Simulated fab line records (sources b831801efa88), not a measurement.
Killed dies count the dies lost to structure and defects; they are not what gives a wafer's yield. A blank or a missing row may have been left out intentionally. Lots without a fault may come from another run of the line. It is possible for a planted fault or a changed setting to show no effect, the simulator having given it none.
Code-filled problem report in 8D (eight disciplines) form | flow sfq-line | the parts of the form that need people (team, actions taken, sign-off) are left out

1. THE ISSUE
rf-fwd-power-W at SFQ_TRILAYER_I0_VIA_ETCH_VIA_ETCH_034 reads a mean of 578.7 W on 1 wafer of 1 lot; wafers without a fault read 498.3 W with a standard deviation of 1.4. Measured from the usual mean, that is +57 standard deviations.
The step: etches SiO2 in CHF3, stops on Nb, target depth 260 nm.
First seen on wafer L708.1, day 22 16:10, on rie-diel-01. At this step, 39 wafers from 13 lots have a number in the record. Rule for "out", or "out of limits": more than 4 standard deviations from the usual mean. The rest of the wafers with a number are treated as sound.

2. WHAT IT IS AND WHAT IT IS NOT
question                    | is                | is not
which readings at this step | rf-fwd-power-W    | drypump-motor-current-A, oes-product-au
which lots                  | L708              | L696, L697, L698, L709, L710, L711, L713, L714, L715, L716, L717, L718
which wafers of those lots  | L708.1            | L708.2, L708.4
read on which tools         | rie-diel-01       | rie-diel-02, rie-diel-04
when                        | from day 22 16:10 | up to then (11 sound wafers); but 27 sound wafers of L709, L710, L711, L713, L714, L715, L716, L717, L718 came after

3. SUSPECTS, AND WHAT RULES EACH OUT
Counting: if a tool at a process step up to the reading ran every lot that is out, it stays a suspect. Sound lots after the first of them don't rule it out here, since some wafers of a struck lot are sound.
- rie-diel-01 at SFQ_TRILAYER_I0_VIA_ETCH_VIA_ETCH_034 (etches SiO2 in CHF3, stops on Nb, target depth 260 nm): kept. The lot that is out, L708, ran on it at day 22 16:10; the last sound lot it ran before that was L698, at day 19 02:40. Out on those wafers are its own readings of rf-fwd-power-W.
- At SFQ_TRILAYER_I0_VIA_ETCH_VIA_ETCH_034, inside rie-diel-01: chamber 2 took the wafers that are out, while their sound lot-mates went through chambers 1, 3.
Left after counting: rie-diel-01 at SFQ_TRILAYER_I0_VIA_ETCH_VIA_ETCH_034.

4. THE CAUSE (what the simulator had put in)
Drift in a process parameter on rie-diel-01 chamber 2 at SFQ_TRILAYER_I0_VIA_ETCH_VIA_ETCH_034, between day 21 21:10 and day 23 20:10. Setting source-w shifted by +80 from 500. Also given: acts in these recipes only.
This tool alone remained once counting was done.

5. THE EFFECT CHAIN, in route order
Each row: a reading whose mean over the struck wafers that have a number lies more than 3 standard deviations from the usual. Only readings for which the record gives a usual standard deviation are gone through. hours: the time from each lot's start at the first step in this table that gives one to its start at this step, as a median over the lots. sigmas: the change in usual standard deviations.
hours | step                                  | reading        | usual   | on struck wafers | change | sigmas
0     | SFQ_TRILAYER_I0_VIA_ETCH_VIA_ETCH_034 | rf-fwd-power-W | 498.3 W | 578.7            | +80.4  | +57
Its process steps:
- SFQ_TRILAYER_I0_VIA_ETCH_VIA_ETCH_034: etches SiO2 in CHF3, stops on Nb, target depth 260 nm.
Later measuring or inspecting steps at which every struck wafer that the step has a row for has a number for every such reading, and none has moved that far: SFQ_I1_BOW_MEAS_912, SFQ_JJ_RS_MEAS_929.

6. HOW IT WOULD HAVE BEEN CAUGHT EARLIER
The fault began at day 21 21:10; the first out-of-limits reading in this record came at day 22 16:10, 19 hours later.
